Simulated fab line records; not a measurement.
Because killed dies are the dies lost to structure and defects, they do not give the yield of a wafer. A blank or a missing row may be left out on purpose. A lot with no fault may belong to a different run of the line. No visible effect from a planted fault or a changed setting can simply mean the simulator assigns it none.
Which of the tools did it? :: flow sky130 :: 39 wafers from 14 lots sampled at 5 of the route's 708 steps

## WHAT THE GAUGES READ, wafer by wafer
SKY_CONTACT_OVL_MEAS_15. Usual: CONTACT_OVL 0 nm, standard deviation 5.4.
lot: L520
measured: day 32 04:07
on: overlay-02
CONTACT_OVL (nm): 0 7 -6
flag: 

lot: L521
measured: day 32 13:46
on: overlay-01
CONTACT_OVL (nm): 3 10 10
flag: 

lot: L523
measured: day 32 22:08
on: overlay-01
CONTACT_OVL (nm): -1 7 0
flag: 

lot: L522
measured: day 33 00:56
on: overlay-02
CONTACT_OVL (nm): -4 -1 -6
flag: 

lot: L524
measured: day 33 04:32
on: overlay-01
CONTACT_OVL (nm): 1 -3 -5
flag: 

lot: L525
measured: day 33 15:14
on: overlay-01
CONTACT_OVL (nm): 6 -9 0
flag: 

lot: L526
measured: day 33 21:22
on: overlay-01
CONTACT_OVL (nm): -15 -4 -3
flag: 

lot: L527
measured: day 34 03:19
on: overlay-02
CONTACT_OVL (nm): 9 8 9
flag: 

lot: L528
measured: day 34 11:07
on: overlay-01
CONTACT_OVL (nm): -3 4 -5
flag: 

lot: L536
measured: day 36 18:38
on: overlay-02
CONTACT_OVL (nm): 5 -1
flag: 

lot: L537
measured: day 37 00:46
on: overlay-02
CONTACT_OVL (nm): -4 -9
flag: 

lot: L538
measured: day 37 12:23
on: overlay-01
CONTACT_OVL (nm): 2 5
flag: 

lot: L542
measured: day 38 14:29
on: overlay-02
CONTACT_OVL (nm): 6 5 0
flag: 

lot: L543
measured: day 38 18:44
on: overlay-01
CONTACT_OVL (nm): -5 -6 -6
flag: 

SKY_METAL1_CD_MEAS_15 targets a cd of 140 nm. Usual: 140.0 nm for cdNm, sd 1.7.
lot: L520
measured: day 33 08:55
on: cdSem-02
cdNm (nm): 139.2 139.5 139.5
flag: 

lot: L521
measured: day 33 18:19
on: cdSem-02
cdNm (nm): 141.8 140.4 140.0
flag: 

lot: L523
measured: day 34 02:11
on: cdSem-02
cdNm (nm): 137.8 139.7 139.0
flag: 

lot: L522
measured: day 34 04:41
on: cdSem-02
cdNm (nm): 138.1 137.1 136.9
flag: 

lot: L524
measured: day 34 08:08
on: cdSem-01
cdNm (nm): 140.3 138.6 140.4
flag: 

lot: L525
measured: day 34 19:02
on: cdSem-02
cdNm (nm): 142.1 140.6 139.0
flag: 

lot: L526
measured: day 35 00:53
on: cdSem-01
cdNm (nm): 144.5 143.9 143.2
flag: 

lot: L527
measured: day 35 07:32
on: cdSem-01
cdNm (nm): 139.5 139.7 139.1
flag: 

lot: L528
measured: day 35 14:47
on: cdSem-01
cdNm (nm): 135.4 136.6 136.5
flag: 

lot: L536
measured: day 37 21:38
on: cdSem-01
cdNm (nm): 139.6 141.2
flag: 

lot: L537
measured: day 38 02:44
on: cdSem-01
cdNm (nm): 142.3 141.2
flag: 

lot: L538
measured: day 38 15:47
on: cdSem-01
cdNm (nm): 139.9 139.8
flag: 

lot: L542
measured: day 39 17:43
on: cdSem-02
cdNm (nm): 137.9 139.1 138.5
flag: 

lot: L543
measured: day 39 21:40
on: cdSem-02
cdNm (nm): 141.0 143.0 139.5
flag: 

SKY_METAL1_OVL_MEAS_16. Usual: METAL1_OVL 1 nm, standard deviation 4.7.
lot: L520
measured: day 33 09:02
on: overlay-01
METAL1_OVL (nm): 5 -3 0
flag: 

lot: L521
measured: day 33 18:25
on: overlay-02
METAL1_OVL (nm): -5 4 4
flag: 

lot: L523
measured: day 34 02:17
on: overlay-02
METAL1_OVL (nm): 3 -6 8
flag: 

lot: L522
measured: day 34 04:48
on: overlay-02
METAL1_OVL (nm): -6 2 -4
flag: 

lot: L524
measured: day 34 08:16
on: overlay-01
METAL1_OVL (nm): -4 -6 -2
flag: 

lot: L525
measured: day 34 19:08
on: overlay-02
METAL1_OVL (nm): -2 4 5
flag: 

lot: L526
measured: day 35 01:01
on: overlay-01
METAL1_OVL (nm): 2 -2 6
flag: 

lot: L527
measured: day 35 07:39
on: overlay-01
METAL1_OVL (nm): -2 -6 -6
flag: 

lot: L528
measured: day 35 14:55
on: overlay-01
METAL1_OVL (nm): -2 1 -4
flag: 

lot: L536
measured: day 37 21:45
on: overlay-02
METAL1_OVL (nm): 3 1
flag: 

lot: L537
measured: day 38 02:50
on: overlay-01
METAL1_OVL (nm): 6 5
flag: 

lot: L538
measured: day 38 15:53
on: overlay-01
METAL1_OVL (nm): 2 4
flag: 

lot: L542
measured: day 39 17:50
on: overlay-02
METAL1_OVL (nm): 6 1 6
flag: 

lot: L543
measured: day 39 21:46
on: overlay-01
METAL1_OVL (nm): 2 -1 4
flag: 

## TOOL THAT RAN EACH LOT (tool first, then ch and the chambers of the sampled wafers, then the start)
lot: L520
SKY_CONTACT_COAT_08: lithoTrack-03 ch 0, day 31 13:58
SKY_CONTACT_ETCH_16: rieDiel-03 ch 1,2,3, day 32 04:10

lot: L521
SKY_CONTACT_COAT_08: lithoTrack-03 ch 0, day 31 22:41
SKY_CONTACT_ETCH_16: rieDiel-01 ch 0,2,3, day 32 13:48

lot: L523
SKY_CONTACT_COAT_08: lithoTrack-01 ch 0, day 32 08:13
SKY_CONTACT_ETCH_16: rieDiel-03 ch 0,2,3, day 32 22:10

lot: L522
SKY_CONTACT_COAT_08: lithoTrack-03 ch 0, day 32 11:23
SKY_CONTACT_ETCH_16: rieDiel-03 ch 0,2,3, day 33 00:58

lot: L524
SKY_CONTACT_COAT_08: lithoTrack-02 ch 0, day 32 14:30
SKY_CONTACT_ETCH_16: rieDiel-01 ch 0,1,3, day 33 04:34

lot: L525
SKY_CONTACT_COAT_08: lithoTrack-01 ch 0, day 33 01:07
SKY_CONTACT_ETCH_16: rieDiel-01 ch 0,1,3, day 33 15:16

lot: L526
SKY_CONTACT_COAT_08: lithoTrack-03 ch 0, day 33 07:46
SKY_CONTACT_ETCH_16: rieDiel-03 ch 0,1,2, day 33 21:24

lot: L527
SKY_CONTACT_COAT_08: lithoTrack-02 ch 0, day 33 14:02
SKY_CONTACT_ETCH_16: rieDiel-01 ch 0,1,3, day 34 03:21

lot: L528
SKY_CONTACT_COAT_08: lithoTrack-02 ch 0, day 33 21:28
SKY_CONTACT_ETCH_16: rieDiel-01 ch 0,3, day 34 11:09

lot: L536
SKY_CONTACT_COAT_08: lithoTrack-02 ch 0, day 36 05:44
SKY_CONTACT_ETCH_16: rieDiel-01 ch 1,3, day 36 18:40

lot: L537
SKY_CONTACT_COAT_08: lithoTrack-02 ch 0, day 36 11:47
SKY_CONTACT_ETCH_16: rieDiel-03 ch 0,3, day 37 00:48

lot: L538
SKY_CONTACT_COAT_08: lithoTrack-02 ch 0, day 36 22:49
SKY_CONTACT_ETCH_16: rieDiel-04 ch 0,1, day 37 12:25

lot: L542
SKY_CONTACT_COAT_08: lithoTrack-03 ch 0, day 38 00:40
SKY_CONTACT_ETCH_16: rieDiel-03 ch 0,1, day 38 14:31

lot: L543
SKY_CONTACT_COAT_08: lithoTrack-03 ch 0, day 38 05:44
SKY_CONTACT_ETCH_16: rieDiel-01 ch 0,1,2, day 38 18:46
- SKY_CONTACT_COAT_08: resist thk 60 nm.
- SKY_CONTACT_ETCH_16: etches BARC in N2/H2, stops on SiO2, time 45.9 s, target depth 60 nm.

## AS READ BY THE TOOLS THEMSELVES (means over the sampled wafers that have a number; for cases with no such wafer, the mark the record gives instead)
SKY_CONTACT_ETCH_16. Usual: drypumpMotorCurrentA 5.5 A, standard deviation 0.41; oesProductAu 0.855 a.u., standard deviation 0.0046; throttleValvePct 13.224 %, standard deviation 0.0096.
lot: L520
tool: rieDiel-03
drypumpMotorCurrentA (A): 5.5
oesProductAu (a.u.): 0.856
throttleValvePct (%): 13.217
flag: 

lot: L521
tool: rieDiel-01
drypumpMotorCurrentA (A): 5.8
oesProductAu (a.u.): 0.856
throttleValvePct (%): 13.234
flag: 

lot: L523
tool: rieDiel-03
drypumpMotorCurrentA (A): 5.3
oesProductAu (a.u.): 0.857
throttleValvePct (%): 13.219
flag: 

lot: L522
tool: rieDiel-03
drypumpMotorCurrentA (A): 5.3
oesProductAu (a.u.): 0.859
throttleValvePct (%): 13.223
flag: 

lot: L524
tool: rieDiel-01
drypumpMotorCurrentA (A): 5.6
oesProductAu (a.u.): 0.851
throttleValvePct (%): 13.226
flag: 

lot: L525
tool: rieDiel-01
drypumpMotorCurrentA (A): 5.6
oesProductAu (a.u.): 0.853
throttleValvePct (%): 13.231
flag: 

lot: L526
tool: rieDiel-03
drypumpMotorCurrentA (A): 5.1
oesProductAu (a.u.): 0.854
throttleValvePct (%): 13.229
flag: 

lot: L527
tool: rieDiel-01
drypumpMotorCurrentA (A): 5.6
oesProductAu (a.u.): 0.857
throttleValvePct (%): 13.230
flag: 

lot: L528
tool: rieDiel-01
drypumpMotorCurrentA (A): 5.5
oesProductAu (a.u.): 0.853
throttleValvePct (%): 13.233
flag: 

lot: L536
tool: rieDiel-01
drypumpMotorCurrentA (A): 5.5
oesProductAu (a.u.): 0.884
throttleValvePct (%): 13.238
flag: OFF

lot: L537
tool: rieDiel-03
drypumpMotorCurrentA (A): 5.4
oesProductAu (a.u.): 0.883
throttleValvePct (%): 13.218
flag: OFF

lot: L538
tool: rieDiel-04
drypumpMotorCurrentA (A): 5.2
oesProductAu (a.u.): 0.871
throttleValvePct (%): 13.236
flag: OFF

lot: L542
tool: rieDiel-03
drypumpMotorCurrentA (A): 5.0
oesProductAu (a.u.): 0.850
throttleValvePct (%): 13.232
flag: 

lot: L543
tool: rieDiel-01
drypumpMotorCurrentA (A): 5.9
oesProductAu (a.u.): 0.856
throttleValvePct (%): 13.223
flag: 

## THE ANSWER, worked out from the rows above alone
Rule: lot off if the mean of its wafers having a number is beyond 3 standard deviations from the usual mean. Also off: a lot with no number at a reading for which 4 or more lots have one. All remaining lots with rows at the step are treated as sound. The gauges are gone through in route order, then the tools' own readings, and for those a lot's mean is taken as printed above. At the first step where some lot is off, the reading lying furthest off is the one used; lots without a number count as furthest.
Off: L536, L537, L538, at SKY_CONTACT_ETCH_16 (oesProductAu).
A tool fits if, at that step or a process step before it, it ran every lot that is off, and no sound lot after the first of them. One candidate fits, namely lithoTrack-02 at SKY_CONTACT_COAT_08. Its last sound lot is L528 (day 33 21:28), its first lot that is off L536 (day 36 05:44): a fault that began between those two fits.

## WHAT HAD BEEN PUT IN BY THE SIMULATOR
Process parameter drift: lithoTrack-02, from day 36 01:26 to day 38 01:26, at SKY_CONTACT_COAT_08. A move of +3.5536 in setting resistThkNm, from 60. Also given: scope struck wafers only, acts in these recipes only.
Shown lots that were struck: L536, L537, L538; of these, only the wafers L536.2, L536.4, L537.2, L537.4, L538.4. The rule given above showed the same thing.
